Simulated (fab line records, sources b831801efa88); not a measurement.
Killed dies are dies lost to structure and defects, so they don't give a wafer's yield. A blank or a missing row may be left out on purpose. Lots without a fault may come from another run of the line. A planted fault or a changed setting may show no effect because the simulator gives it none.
Which tool did it? | flow sfq_line | 7 lots, 21 wafers sampled, at 2 steps of a route of 325

WHAT THE GAUGES READ, wafer by wafer
SFQ_M0_RS_MEAS_904: measures by four-point-probe.
lot  | measured     | on            | M0_NB_RS (ohm/sq)
L744 | day 7 01:52  | film_metro-02 | 0.896 0.893 0.892
L747 | day 7 22:04  | film_metro-03 | 0.888 0.888 0.886
L754 | day 9 20:32  | film_metro-01 | 0.854 0.849 0.862
L756 | day 10 06:04 | film_metro-02 | 0.868 0.864 0.864
L761 | day 12 00:05 | film_metro-03 | 0.904 0.904 0.903
L764 | day 13 02:07 | film_metro-01 | 0.890 0.881 0.896
L766 | day 13 17:43 | film_metro-02 | 0.883 0.881 0.891

WHICH TOOL RAN EACH LOT (tool, then ch and the chambers of the sampled wafers, then the start)
lot  | SFQ_TRILAYER_M0_DEP_SPUTTER_019
L744 | pvd_sputter-05, day 7 01:47
L747 | pvd_sputter-06, day 7 21:55
L754 | pvd_sputter-06, day 9 20:24
L756 | pvd_sputter-06, day 10 05:59
L761 | pvd_sputter-04, day 11 23:59
L764 | pvd_sputter-05, day 13 02:01
L766 | pvd_sputter-04, day 13 17:37
- SFQ_TRILAYER_M0_DEP_SPUTTER_019: material Nb, target thk 200 nm, time 133.3 s.

THE ANSWER, worked out from the rows above alone
Rule: what is usual is taken from the lots themselves. Put in order of their means at a reading, lots are off if they are a third of the lots or fewer, leave a main group of 4 or more, and stand apart from it by a gap of 3 or more times the standard deviation of the main group's means; of several such gaps the widest counts. A main group whose means are all the same, to the digits that the tables above print for the reading, isn't used. A lot without any number at a reading at which 4 lots or more have one is off too. The other lots that the step has rows for count as sound.
No lot is off at any reading shown: from this, nothing can be told.

WHAT THE SIMULATOR HAD PUT IN
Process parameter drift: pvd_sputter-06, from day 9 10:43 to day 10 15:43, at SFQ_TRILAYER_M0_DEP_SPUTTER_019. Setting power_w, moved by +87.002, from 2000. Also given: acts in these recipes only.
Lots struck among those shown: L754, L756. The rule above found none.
